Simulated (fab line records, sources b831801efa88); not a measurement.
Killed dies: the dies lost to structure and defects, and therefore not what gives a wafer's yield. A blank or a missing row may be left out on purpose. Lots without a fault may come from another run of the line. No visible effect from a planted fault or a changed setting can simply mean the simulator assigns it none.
Matching of chambers | flow gf180mcu | cmp-01 running GF_V4_CMP_04: 4 sister chambers
The step polishes SiO2. 4 wafers are shown with their chamber, then 7 later ones without.

## WAFERS PAIRED WITH THEIR CHAMBERS
wafer  | chamber | motor_current_A (A)
L177.1 | 1       | 13.6
L179.3 | 0       | 12.8
L183.1 | 2       | 11.2
L183.4 | 3       | 10.6

## WAFERS WHOSE CHAMBER IS MISSING
wafer  | motor_current_A (A)
L183.5 | 11.8
L184.1 | 12.6
L184.2 | 14.3
L184.4 | 10.7
L185.1 | 11.2
L185.3 | 13.6
L185.6 | 12.1

## THE CHAMBER EACH PASSED THROUGH
wafer  | from the rows above               | in truth
L183.5 | can't be placed: 2 or 0 or 3      | 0
L184.1 | can't be placed: 0 or 1           | 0
L184.2 | can't be placed: 1 or 0           | 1
L184.4 | can't be placed: 3 or 2           | 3
L185.1 | can't be placed: 2 or 3           | 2
L185.3 | can't be placed: 1 or 0           | 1
L185.6 | can't be placed: 0 or 2 or 1 or 3 | 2
Correctly placed: 0 of 7. Cannot be placed on the basis of these rows: 7; the candidates contain the true chamber in 7. Number placed wrongly: 0.
How it was worked out, from the rows above alone: a wafer's distance from a chamber is the root of the sum, over the readings, of the square of ((its reading less the chamber's mean) divided by the reading's scatter). The wafer belongs to the nearest chamber; if the next one is less than 2 further off, it can't be placed. A chamber's mean is the mean of its shown wafers. The scatter: with one shown wafer a chamber, the root of the mean of the squares of how far each hidden wafer lies from its nearest shown one.
